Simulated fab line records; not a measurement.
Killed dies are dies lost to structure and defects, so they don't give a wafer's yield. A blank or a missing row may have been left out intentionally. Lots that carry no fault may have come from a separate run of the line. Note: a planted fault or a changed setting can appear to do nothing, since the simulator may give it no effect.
A sampling plan put to the test | flow sfqLine | one line in one fab, 61 faults in these records, each fault weighed on the records of the lots it struck
Plan = the line's own looks (route steps where a gauge or an inspection reads the wafer without altering it). Where struck wafers have a number at a look and the file lists that look's usual mean and standard deviation on fault-free wafers, the look can be judged. Caught: at a look after the fault's first step, the mean of the struck wafers lies 4 or more of those standard deviations (sigma) from the usual mean. On the tool: here the same test is run on the tool's own readings at the fault's steps. A different recipe on the struck wafers counts as caught too, as does a record blank only for those wafers.

## THE FAULTS, as the simulator had put them in
1. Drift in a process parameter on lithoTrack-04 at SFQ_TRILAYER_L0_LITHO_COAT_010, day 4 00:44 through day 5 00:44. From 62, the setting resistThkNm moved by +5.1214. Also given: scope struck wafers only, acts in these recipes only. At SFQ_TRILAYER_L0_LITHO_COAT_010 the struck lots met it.
2. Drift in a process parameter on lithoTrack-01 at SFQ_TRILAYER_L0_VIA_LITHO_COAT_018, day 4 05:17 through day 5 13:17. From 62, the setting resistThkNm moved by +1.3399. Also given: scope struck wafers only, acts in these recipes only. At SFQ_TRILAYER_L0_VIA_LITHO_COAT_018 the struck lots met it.
3. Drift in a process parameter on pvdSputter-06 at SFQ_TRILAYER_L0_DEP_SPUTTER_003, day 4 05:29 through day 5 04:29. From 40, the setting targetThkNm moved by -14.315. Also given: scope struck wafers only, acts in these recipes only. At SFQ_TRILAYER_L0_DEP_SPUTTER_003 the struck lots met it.
4. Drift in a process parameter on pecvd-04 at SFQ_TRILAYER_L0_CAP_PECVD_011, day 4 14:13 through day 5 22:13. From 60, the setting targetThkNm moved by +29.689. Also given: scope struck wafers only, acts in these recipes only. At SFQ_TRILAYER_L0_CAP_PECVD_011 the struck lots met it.
5. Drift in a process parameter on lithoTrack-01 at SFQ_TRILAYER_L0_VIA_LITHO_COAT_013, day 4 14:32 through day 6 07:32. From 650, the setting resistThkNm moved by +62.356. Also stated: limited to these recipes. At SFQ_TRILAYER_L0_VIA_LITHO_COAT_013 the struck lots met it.
6. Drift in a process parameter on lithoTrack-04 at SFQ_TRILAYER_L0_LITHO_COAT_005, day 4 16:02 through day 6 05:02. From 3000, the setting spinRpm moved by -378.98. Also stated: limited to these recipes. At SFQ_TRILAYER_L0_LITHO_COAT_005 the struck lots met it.
7. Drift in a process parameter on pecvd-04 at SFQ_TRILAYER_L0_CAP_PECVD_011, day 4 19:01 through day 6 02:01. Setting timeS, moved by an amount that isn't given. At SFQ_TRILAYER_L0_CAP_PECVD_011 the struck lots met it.
8. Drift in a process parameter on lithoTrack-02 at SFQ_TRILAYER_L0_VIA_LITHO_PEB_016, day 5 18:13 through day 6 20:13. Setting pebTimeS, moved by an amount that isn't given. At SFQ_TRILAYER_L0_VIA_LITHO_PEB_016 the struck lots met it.
9. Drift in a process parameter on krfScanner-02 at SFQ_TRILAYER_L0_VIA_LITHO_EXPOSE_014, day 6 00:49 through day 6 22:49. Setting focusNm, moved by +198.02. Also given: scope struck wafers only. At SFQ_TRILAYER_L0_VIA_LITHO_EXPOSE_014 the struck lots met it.
10. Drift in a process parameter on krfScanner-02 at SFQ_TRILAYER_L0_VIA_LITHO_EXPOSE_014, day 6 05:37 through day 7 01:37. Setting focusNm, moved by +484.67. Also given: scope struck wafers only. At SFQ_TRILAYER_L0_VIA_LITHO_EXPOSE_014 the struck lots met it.
11. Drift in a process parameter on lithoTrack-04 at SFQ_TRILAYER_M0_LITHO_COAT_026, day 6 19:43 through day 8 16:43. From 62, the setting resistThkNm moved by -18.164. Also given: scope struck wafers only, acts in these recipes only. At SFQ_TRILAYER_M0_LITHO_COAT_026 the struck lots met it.
12. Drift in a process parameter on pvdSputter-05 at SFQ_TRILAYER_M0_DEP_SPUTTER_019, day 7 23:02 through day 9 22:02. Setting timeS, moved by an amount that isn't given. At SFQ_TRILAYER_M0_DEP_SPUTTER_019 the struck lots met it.
13. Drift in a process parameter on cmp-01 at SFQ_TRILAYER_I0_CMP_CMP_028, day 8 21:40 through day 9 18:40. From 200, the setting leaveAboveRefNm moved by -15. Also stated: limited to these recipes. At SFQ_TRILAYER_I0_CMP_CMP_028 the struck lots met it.
14. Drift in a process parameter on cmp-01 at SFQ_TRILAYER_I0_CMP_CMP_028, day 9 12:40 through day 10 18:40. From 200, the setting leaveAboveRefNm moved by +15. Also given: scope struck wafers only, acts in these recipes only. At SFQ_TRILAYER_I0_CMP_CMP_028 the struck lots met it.
15. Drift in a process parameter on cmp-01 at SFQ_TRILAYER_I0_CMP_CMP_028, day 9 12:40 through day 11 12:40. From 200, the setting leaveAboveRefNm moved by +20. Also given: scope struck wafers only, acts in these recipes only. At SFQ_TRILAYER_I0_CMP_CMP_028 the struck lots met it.
16. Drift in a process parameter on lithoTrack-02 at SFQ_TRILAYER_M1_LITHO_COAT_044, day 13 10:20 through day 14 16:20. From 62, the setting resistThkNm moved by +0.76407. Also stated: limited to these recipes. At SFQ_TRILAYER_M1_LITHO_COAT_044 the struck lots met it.
17. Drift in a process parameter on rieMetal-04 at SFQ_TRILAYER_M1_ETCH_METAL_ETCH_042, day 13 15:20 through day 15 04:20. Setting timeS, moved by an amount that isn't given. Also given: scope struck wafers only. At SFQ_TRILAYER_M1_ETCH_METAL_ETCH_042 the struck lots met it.
18. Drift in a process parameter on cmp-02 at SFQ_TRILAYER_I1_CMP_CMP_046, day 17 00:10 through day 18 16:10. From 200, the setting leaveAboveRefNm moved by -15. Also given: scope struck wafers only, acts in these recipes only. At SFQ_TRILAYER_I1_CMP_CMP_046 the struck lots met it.
19. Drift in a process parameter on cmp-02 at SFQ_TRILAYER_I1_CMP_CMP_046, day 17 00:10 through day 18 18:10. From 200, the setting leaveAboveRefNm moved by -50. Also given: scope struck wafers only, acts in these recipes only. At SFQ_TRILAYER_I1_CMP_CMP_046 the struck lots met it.
20. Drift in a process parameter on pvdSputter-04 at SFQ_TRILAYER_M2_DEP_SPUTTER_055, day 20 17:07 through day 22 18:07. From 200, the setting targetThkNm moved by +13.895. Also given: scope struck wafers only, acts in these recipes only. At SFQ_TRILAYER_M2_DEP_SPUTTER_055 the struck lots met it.
21. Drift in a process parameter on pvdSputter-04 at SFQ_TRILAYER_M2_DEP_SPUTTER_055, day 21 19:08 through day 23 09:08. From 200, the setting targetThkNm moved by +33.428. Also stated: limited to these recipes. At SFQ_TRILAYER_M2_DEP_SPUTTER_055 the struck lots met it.
22. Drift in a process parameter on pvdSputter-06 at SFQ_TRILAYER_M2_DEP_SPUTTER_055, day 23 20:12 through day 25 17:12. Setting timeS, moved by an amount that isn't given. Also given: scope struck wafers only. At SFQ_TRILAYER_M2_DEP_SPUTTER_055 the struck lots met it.
23. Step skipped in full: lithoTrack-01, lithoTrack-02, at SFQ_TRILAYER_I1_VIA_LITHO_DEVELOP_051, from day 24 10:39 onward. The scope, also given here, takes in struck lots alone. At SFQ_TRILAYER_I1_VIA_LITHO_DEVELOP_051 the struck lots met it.
24. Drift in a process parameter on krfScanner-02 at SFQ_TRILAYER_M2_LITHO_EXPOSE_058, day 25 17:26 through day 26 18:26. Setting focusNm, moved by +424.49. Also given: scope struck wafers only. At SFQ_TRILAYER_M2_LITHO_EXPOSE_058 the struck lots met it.
25. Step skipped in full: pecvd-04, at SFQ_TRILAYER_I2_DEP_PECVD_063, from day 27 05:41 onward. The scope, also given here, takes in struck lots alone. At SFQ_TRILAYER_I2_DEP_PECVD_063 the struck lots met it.
26. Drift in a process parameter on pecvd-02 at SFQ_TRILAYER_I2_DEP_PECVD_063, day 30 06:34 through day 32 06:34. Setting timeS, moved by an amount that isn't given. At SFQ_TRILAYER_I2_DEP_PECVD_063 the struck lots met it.
27. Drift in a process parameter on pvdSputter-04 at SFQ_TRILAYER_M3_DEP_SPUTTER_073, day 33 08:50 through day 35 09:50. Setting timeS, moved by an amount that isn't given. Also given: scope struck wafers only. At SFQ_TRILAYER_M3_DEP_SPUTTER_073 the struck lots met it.
28. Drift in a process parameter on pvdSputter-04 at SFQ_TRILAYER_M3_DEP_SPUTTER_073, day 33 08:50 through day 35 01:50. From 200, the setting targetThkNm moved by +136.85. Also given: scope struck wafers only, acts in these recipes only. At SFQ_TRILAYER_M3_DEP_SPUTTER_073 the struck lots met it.
29. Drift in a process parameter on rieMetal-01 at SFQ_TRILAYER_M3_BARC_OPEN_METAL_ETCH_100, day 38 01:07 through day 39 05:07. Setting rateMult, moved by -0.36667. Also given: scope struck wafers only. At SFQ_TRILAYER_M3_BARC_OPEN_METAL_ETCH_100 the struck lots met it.
30. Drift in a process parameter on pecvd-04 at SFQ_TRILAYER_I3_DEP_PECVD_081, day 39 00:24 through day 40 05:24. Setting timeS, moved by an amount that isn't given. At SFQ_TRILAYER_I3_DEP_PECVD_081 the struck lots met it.
31. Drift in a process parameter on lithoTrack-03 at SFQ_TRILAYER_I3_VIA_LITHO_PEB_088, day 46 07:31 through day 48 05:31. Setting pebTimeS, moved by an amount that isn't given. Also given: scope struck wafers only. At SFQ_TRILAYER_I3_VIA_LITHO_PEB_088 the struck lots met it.
32. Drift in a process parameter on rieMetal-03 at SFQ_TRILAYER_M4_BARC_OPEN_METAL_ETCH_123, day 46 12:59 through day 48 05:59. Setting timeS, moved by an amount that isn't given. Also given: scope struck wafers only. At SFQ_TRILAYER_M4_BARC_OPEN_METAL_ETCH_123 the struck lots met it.
33. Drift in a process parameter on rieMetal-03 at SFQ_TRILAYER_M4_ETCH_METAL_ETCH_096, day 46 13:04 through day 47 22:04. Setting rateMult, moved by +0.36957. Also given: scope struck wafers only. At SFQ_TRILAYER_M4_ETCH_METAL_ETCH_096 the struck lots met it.
34. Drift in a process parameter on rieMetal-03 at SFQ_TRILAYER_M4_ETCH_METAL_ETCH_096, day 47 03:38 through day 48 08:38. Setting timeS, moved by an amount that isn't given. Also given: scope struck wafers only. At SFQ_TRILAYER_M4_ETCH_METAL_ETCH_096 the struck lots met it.
35. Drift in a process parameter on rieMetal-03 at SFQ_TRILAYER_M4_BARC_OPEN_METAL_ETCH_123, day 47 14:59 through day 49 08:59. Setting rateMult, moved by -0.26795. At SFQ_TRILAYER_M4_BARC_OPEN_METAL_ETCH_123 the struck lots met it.
36. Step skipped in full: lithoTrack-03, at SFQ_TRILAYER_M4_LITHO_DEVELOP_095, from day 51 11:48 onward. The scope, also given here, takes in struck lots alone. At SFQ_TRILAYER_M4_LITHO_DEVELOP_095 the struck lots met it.
37. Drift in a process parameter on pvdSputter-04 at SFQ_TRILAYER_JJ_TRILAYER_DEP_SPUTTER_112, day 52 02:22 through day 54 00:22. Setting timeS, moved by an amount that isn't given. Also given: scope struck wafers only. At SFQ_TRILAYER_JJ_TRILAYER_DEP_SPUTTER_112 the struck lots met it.
38. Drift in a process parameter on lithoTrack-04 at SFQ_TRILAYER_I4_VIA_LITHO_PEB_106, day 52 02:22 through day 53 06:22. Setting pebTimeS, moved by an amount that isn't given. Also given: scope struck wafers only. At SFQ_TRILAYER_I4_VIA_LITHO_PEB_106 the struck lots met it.
39. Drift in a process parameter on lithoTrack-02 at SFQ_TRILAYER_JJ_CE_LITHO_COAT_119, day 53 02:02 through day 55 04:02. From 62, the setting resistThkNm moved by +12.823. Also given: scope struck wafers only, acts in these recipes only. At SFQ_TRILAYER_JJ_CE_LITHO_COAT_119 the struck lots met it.
40. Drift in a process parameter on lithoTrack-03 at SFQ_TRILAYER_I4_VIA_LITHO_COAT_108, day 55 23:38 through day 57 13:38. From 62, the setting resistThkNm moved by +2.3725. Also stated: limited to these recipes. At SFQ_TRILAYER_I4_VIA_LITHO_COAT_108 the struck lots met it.
41. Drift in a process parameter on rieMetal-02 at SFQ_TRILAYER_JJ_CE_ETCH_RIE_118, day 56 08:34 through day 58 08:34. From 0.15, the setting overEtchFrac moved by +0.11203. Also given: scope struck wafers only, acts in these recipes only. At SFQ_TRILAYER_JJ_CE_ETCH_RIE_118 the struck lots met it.
42. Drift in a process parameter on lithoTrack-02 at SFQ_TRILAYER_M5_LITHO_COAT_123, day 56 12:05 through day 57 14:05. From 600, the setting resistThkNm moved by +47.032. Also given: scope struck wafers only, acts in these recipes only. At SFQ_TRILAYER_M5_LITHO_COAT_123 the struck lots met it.
43. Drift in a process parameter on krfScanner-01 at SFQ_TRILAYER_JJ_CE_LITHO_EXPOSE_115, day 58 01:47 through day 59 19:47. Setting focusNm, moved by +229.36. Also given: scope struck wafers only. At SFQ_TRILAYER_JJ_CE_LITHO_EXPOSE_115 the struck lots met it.
44. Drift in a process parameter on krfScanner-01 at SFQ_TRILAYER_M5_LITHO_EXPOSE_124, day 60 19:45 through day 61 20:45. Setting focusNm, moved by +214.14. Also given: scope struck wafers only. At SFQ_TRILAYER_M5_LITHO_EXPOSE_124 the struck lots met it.
45. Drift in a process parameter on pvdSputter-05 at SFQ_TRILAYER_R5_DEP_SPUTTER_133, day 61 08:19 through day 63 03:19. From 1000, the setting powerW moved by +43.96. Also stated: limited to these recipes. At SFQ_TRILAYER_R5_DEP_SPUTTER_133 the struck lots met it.
46. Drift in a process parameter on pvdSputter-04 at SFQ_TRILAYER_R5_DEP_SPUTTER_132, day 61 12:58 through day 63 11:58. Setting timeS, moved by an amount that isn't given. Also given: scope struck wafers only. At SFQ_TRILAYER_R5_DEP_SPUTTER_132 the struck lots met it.
47. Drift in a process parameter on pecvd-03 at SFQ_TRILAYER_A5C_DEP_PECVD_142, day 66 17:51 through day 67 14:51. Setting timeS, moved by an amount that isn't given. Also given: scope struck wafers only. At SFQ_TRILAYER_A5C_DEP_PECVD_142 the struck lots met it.
48. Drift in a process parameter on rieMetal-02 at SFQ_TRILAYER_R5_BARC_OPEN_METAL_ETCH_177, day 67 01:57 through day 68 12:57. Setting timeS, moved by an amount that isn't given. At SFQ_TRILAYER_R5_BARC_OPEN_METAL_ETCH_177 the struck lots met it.
49. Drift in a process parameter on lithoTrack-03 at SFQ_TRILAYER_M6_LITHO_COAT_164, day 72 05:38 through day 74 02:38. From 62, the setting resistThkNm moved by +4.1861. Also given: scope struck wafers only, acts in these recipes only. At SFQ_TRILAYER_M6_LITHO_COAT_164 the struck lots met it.
50. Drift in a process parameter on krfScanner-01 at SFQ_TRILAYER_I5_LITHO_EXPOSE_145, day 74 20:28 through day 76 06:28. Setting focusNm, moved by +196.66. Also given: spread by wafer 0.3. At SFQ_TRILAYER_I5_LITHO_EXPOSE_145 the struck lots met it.
51. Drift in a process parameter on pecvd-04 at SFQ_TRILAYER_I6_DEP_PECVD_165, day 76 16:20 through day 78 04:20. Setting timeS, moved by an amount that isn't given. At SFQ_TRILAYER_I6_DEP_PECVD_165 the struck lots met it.
52. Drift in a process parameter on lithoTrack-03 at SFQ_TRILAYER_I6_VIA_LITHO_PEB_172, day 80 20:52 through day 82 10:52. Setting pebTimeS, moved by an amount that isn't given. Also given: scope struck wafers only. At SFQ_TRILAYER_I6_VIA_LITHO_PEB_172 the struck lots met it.
53. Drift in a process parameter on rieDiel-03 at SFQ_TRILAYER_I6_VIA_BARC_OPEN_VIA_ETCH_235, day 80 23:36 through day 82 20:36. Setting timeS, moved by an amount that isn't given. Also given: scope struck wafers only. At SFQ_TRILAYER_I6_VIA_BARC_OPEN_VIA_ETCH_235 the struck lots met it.
54. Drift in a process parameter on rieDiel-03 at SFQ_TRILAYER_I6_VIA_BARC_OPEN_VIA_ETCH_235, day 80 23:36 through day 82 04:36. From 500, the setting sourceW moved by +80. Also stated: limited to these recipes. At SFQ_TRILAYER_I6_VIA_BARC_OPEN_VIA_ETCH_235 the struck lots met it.
55. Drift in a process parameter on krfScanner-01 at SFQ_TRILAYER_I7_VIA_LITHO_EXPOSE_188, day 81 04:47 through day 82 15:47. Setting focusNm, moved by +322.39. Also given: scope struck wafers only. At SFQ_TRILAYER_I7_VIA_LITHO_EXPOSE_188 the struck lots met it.
56. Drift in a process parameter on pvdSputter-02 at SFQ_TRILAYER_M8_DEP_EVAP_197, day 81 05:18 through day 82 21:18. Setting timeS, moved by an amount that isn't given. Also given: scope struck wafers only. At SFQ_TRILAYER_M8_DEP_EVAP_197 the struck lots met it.
57. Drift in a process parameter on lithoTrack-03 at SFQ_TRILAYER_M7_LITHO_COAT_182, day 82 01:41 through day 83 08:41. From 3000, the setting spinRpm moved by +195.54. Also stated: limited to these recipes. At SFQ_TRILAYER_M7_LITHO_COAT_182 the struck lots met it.
58. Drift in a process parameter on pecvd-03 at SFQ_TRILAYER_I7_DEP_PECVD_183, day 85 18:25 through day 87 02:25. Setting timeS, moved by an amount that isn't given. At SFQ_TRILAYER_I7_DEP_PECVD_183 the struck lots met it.
59. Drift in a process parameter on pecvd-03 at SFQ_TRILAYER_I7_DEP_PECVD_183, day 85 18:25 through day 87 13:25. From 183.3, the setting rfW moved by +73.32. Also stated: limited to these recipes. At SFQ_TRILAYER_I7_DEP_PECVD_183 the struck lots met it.
60. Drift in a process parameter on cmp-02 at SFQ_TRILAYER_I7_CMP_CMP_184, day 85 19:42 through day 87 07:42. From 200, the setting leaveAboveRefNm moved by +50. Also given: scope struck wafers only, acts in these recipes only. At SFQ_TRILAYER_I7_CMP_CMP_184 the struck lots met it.
61. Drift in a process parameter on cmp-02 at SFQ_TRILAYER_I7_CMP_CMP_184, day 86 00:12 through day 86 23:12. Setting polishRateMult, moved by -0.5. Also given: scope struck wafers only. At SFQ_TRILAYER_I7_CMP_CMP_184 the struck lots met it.

## WHAT THE PLAN SAW
fault | on the tool itself                               | first look that catches it                      | reading, sigma                                  | median hours from its first step to that look | hours from the fault's start to the first struck lot there | judged looks passed uncaught
1     | under 2 sigma                                    | no look after it can be judged                  | -                                               | -                                             | -                                                          | 0
2     | no reading that can be judged                    | not the one look that can be judged after it    | -                                               | -                                             | -                                                          | 1
3     | under 2 sigma                                    | SFQ_L0_RS_MEAS_901                              | L0_MONX_KI_RS +59                               | 0.1                                           | 10                                                         | 0
4     | under 2 sigma                                    | no look after it can be judged                  | -                                               | -                                             | -                                                          | 0
5     | under 2 sigma                                    | not the one look that can be judged after it    | -                                               | -                                             | -                                                          | 1
6     | spinSpeedRpm -99 or beyond sigma                 | no look after it can be judged                  | -                                               | -                                             | -                                                          | 0
7     | under 2 sigma                                    | no look after it can be judged                  | -                                               | -                                             | -                                                          | 0
8     | no reading that can be judged                    | not the one look that can be judged after it    | -                                               | -                                             | -                                                          | 1
9     | under 2 sigma                                    | not the one look that can be judged after it    | -                                               | -                                             | -                                                          | 1
10    | under 2 sigma                                    | not the one look that can be judged after it    | -                                               | -                                             | -                                                          | 1
11    | no reading that can be judged                    | none of the 3 looks that can be judged after it | -                                               | -                                             | -                                                          | 3
12    | under 2 sigma                                    | SFQ_M0_RS_MEAS_904                              | M0_NB_RS -16                                    | 0.1                                           | 11                                                         | 0
13    | under 2 sigma                                    | not the one look that can be judged after it    | -                                               | -                                             | -                                                          | 1
14    | under 2 sigma                                    | not the one look that can be judged after it    | -                                               | -                                             | -                                                          | 1
15    | under 2 sigma                                    | none of the 2 looks that can be judged after it | -                                               | -                                             | -                                                          | 2
16    | no reading that can be judged                    | not the one look that can be judged after it    | -                                               | -                                             | -                                                          | 1
17    | oesProductAu +13 sigma                           | no look after it can be judged                  | -                                               | -                                             | -                                                          | 0
18    | under 2 sigma                                    | no look after it can be judged                  | -                                               | -                                             | -                                                          | 0
19    | timeToEndpointS +4.6 sigma                       | none of the 2 looks that can be judged after it | -                                               | -                                             | -                                                          | 2
20    | under 2 sigma                                    | SFQ_M2_RS_MEAS_914                              | M2_NB_RS -5.7                                   | 0.1                                           | 20                                                         | 0
21    | under 2 sigma                                    | SFQ_M2_RS_MEAS_914                              | M2_NB_RS -13                                    | 0.1                                           | 7                                                          | 0
22    | under 2 sigma                                    | SFQ_M2_RS_MEAS_914                              | M2_NB_RS +33                                    | 0.1                                           | 4                                                          | 0
23    | no reading that can be judged                    | no look after it can be judged                  | -                                               | -                                             | -                                                          | 0
24    | under 2 sigma                                    | none of the 5 looks that can be judged after it | -                                               | -                                             | -                                                          | 5
25    | the tool's record is blank for the struck wafers | no look after it can be judged                  | -                                               | -                                             | -                                                          | 0
26    | runLengthS +21 sigma                             | not the one look that can be judged after it    | -                                               | -                                             | -                                                          | 1
27    | under 2 sigma                                    | none of the 3 looks that can be judged after it | strongest: M3_NB_RS at SFQ_M3_RS_MEAS_919, +3.0 | -                                             | -                                                          | 3
28    | under 2 sigma                                    | SFQ_M3_RS_MEAS_919                              | M3_NB_RS -40                                    | 0.1                                           | 13                                                         | 0
29    | under 2 sigma                                    | no look after it can be judged                  | -                                               | -                                             | -                                                          | 0
30    | runLengthS -38 sigma                             | no look after it can be judged                  | -                                               | -                                             | -                                                          | 0
31    | no reading that can be judged                    | not the one look that can be judged after it    | -                                               | -                                             | -                                                          | 1
32    | oesProductAu -5.4 sigma                          | no look after it can be judged                  | -                                               | -                                             | -                                                          | 0
33    | under 2 sigma                                    | no look after it can be judged                  | -                                               | -                                             | -                                                          | 0
34    | runLengthS +5.5 sigma                            | no look after it can be judged                  | -                                               | -                                             | -                                                          | 0
35    | under 2 sigma                                    | no look after it can be judged                  | -                                               | -                                             | -                                                          | 0
36    | no reading that can be judged                    | no look after it can be judged                  | -                                               | -                                             | -                                                          | 0
37    | under 2 sigma                                    | SFQ_JJ_RS_MEAS_929                              | JJ_NB_RS -7.8                                   | 0.1                                           | 42                                                         | 0
38    | heaterPowerTotalW +42 sigma                      | not the one look that can be judged after it    | -                                               | -                                             | -                                                          | 1
39    | under 2 sigma                                    | no look after it can be judged                  | -                                               | -                                             | -                                                          | 0
40    | under 2 sigma                                    | not the one look that can be judged after it    | -                                               | -                                             | -                                                          | 1
41    | oesProductAu -6.5 sigma                          | no look after it can be judged                  | -                                               | -                                             | -                                                          | 0
42    | under 2 sigma                                    | not the one look that can be judged after it    | -                                               | -                                             | -                                                          | 1
43    | no reading that can be judged                    | no look after it can be judged                  | -                                               | -                                             | -                                                          | 0
44    | no reading that can be judged                    | not the one look that can be judged after it    | -                                               | -                                             | -                                                          | 1
45    | cathodeDcPowerW +99 or beyond sigma              | SFQ_R5_THK_MEAS_934                             | R5_MONX_THK +4.0                                | 0.2                                           | 5                                                          | 1
46    | under 2 sigma                                    | no look after it can be judged                  | -                                               | -                                             | -                                                          | 0
47    | under 2 sigma                                    | no look after it can be judged                  | -                                               | -                                             | -                                                          | 0
48    | runLengthS +49 sigma                             | no look after it can be judged                  | -                                               | -                                             | -                                                          | 0
49    | no reading that can be judged                    | no look after it can be judged                  | -                                               | -                                             | -                                                          | 0
50    | no reading that can be judged                    | not the one look that can be judged after it    | -                                               | -                                             | -                                                          | 1
51    | runLengthS -6.1 sigma                            | no look after it can be judged                  | -                                               | -                                             | -                                                          | 0
52    | no reading that can be judged                    | not the one look that can be judged after it    | -                                               | -                                             | -                                                          | 1
53    | runLengthS +9.7 sigma                            | no look after it can be judged                  | -                                               | -                                             | -                                                          | 0
54    | rfFwdPowerW +36 sigma                            | no look after it can be judged                  | -                                               | -                                             | -                                                          | 0
55    | no reading that can be judged                    | not the one look that can be judged after it    | -                                               | -                                             | -                                                          | 1
56    | no reading that can be judged                    | no look after it can be judged                  | -                                               | -                                             | -                                                          | 0
57    | spinSpeedRpm +97 sigma                           | not the one look that can be judged after it    | -                                               | -                                             | -                                                          | 1
58    | runLengthS +50 sigma                             | none of the 2 looks that can be judged after it | -                                               | -                                             | -                                                          | 2
59    | rfFwdPowerW +99 or beyond sigma                  | no look after it can be judged                  | -                                               | -                                             | -                                                          | 0
60    | under 2 sigma                                    | no look after it can be judged                  | -                                               | -                                             | -                                                          | 0
61    | timeToEndpointS +8.2 sigma                       | no look after it can be judged                  | -                                               | -                                             | -                                                          | 0
A dash: the fault is not caught, or the number is missing from these records.

Caught at a look: 8 of 61. Caught on the tool: 19 of 61. By one or the other: 26 of 61.
Faults 6, 17, 19, 25, 26, 30, 32, 34, 38, 41, 48, 51, 53, 54, 57, 58, 59, 61 were caught on the tool alone.
Caught at a look alone: faults 3, 12, 20, 21, 22, 28, 37.
Caught by neither: faults 1, 2, 4, 5, 7, 8, 9, 10, 11, 13, 14, 15, 16, 18, 23, 24, 27, 29, 31, 33, 35, 36, 39, 40, 42, 43, 44, 46, 47, 49, 50, 52, 55, 56, 60.

## THINNER SAMPLING
Were the look that catches a fault to measure just every second or every third lot (counted by lot number), the first struck lot would, at worst, be measured this late:
fault | struck lots at that look, in order of time | every lot | every second lot | every third lot
3     | L364, L366                                 | 10 h      | may miss all 2   | may miss all 2
12    | L485, L488                                 | 11 h      | 40 h             | may miss all 2
20    | L359, L361                                 | 20 h      | may miss all 2   | may miss all 2
21    | L427, L428                                 | 7 h       | 18 h             | may miss all 2
22    | L678, L681                                 | 4 h       | 33 h             | may miss all 2
28    | L234, L235, L236                           | 13 h      | 22 h             | 31 h
37    | L822                                       | 42 h      | may miss it      | may miss it
45    | L990, L992                                 | 5 h       | may miss all 2   | may miss all 2
Hours: fault start to first struck lot measured. The test against the limit of 4 sigma pooled every struck wafer, which means one lot taken alone may stay below that limit. Other struck lots may not be in these records.

## THE LONGEST TIMED WAY FROM STEP TO LOOK
Fault 45: the median time between SFQ_TRILAYER_R5_DEP_SPUTTER_133 and SFQ_R5_THK_MEAS_934 is 0.2 hours. The look between them that can be judged stayed within 4 sigma: SFQ_R5_RS_MEAS_933.
